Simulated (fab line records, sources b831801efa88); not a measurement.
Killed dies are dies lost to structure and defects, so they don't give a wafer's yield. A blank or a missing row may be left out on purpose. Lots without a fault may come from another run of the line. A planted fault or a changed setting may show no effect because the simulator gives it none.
Problem report in the 8D (eight disciplines) form, filled by code | flow sky130 | the parts of the form that need people (team, actions taken, sign-off) are left out

1. THE PROBLEM
VIA1_HDPCVD_THK at SKY_VIA1_THK_MEAS_01 reads a mean of 744 nm on 2 wafers of 1 lot; wafers without a fault read 1020 nm with a standard deviation of 13. That is -21 standard deviations from the usual mean.
First seen on wafer L379.1, day 35 15:17, on film_metro-02. The record holds 38 wafers of 13 lots with a number at this step. Rule for "out", or "out of limits": more than 4 standard deviations from the usual mean. The other wafers with a number count as sound.

2. WHAT IT IS AND WHAT IT IS NOT
question                    | is                     | is not
which readings at this step | VIA1_HDPCVD_THK        | -
which lots                  | L379                   | L370, L372, L374, L375, L376, L377, L380, L388, L390, L391, L392, L393
which wafers of those lots  | all that have a number | -
read on which gauges        | film_metro-02          | film_metro-01, film_metro-03
when                        | from day 35 15:17      | up to then (18 sound wafers); but 18 sound wafers of L380, L388, L390, L391, L392, L393 came after

3. SUSPECTS, AND WHAT RULES EACH OUT
Counting: a tool at a process step up to the reading stays a suspect if it ran every lot that is out and no sound lot after the first of them.
- the gauge at SKY_VIA1_THK_MEAS_01: ruled out. All the wafers that are out were read on film_metro-02, but those of them that SKY_VIA1_HDPCVD_00 has rows for are out there too, on other tools.
- hdpcvd-01 at SKY_VIA1_HDPCVD_00 (deposits SiO2, target thk 1030 nm, time 171.7 s): ruled out as a lasting fault. Sound lots L390, L392, L393 ran on it after its first lot that is out, L379 (day 35 15:10).
Left after counting: nothing in the record.

4. THE CAUSE (what the simulator had put in)
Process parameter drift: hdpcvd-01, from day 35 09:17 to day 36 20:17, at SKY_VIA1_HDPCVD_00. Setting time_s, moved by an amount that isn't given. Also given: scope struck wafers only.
Counting ruled it out, wrongly: the rule takes a fault to strike every lot that its tool runs from its start on, and this one did not.

5. THE CHAIN OF EFFECTS, in route order
Each row: a reading whose mean over the struck wafers that have a number lies more than 3 standard deviations from the usual. Only readings for which the record gives a usual standard deviation are gone through. hours: the time from each lot's start at the first step in this table that gives one to its start at this step, as a median over the lots. sigmas: the change in usual standard deviations.
hours | step                 | reading         | usual   | on struck wafers | change | sigmas
0     | SKY_VIA1_HDPCVD_00   | run_length_s    | 199.7 s | 155.3            | -44.3  | -91
0     | SKY_VIA1_THK_MEAS_01 | VIA1_HDPCVD_THK | 1020 nm | 744              | -276   | -21
The process steps in it:
- SKY_VIA1_HDPCVD_00: deposits SiO2, target thk 1030 nm, time 171.7 s.

6. WHAT WOULD HAVE CAUGHT IT SOONER
In this record the first reading out of limits at a measuring or inspecting step was taken at day 35 15:17, 6 hours after the fault began at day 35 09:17.
The tool's own readings at SKY_VIA1_HDPCVD_00 were out on every struck wafer that the step has a row for (run_length_s): an alarm limit on them would have fired on the first of those.
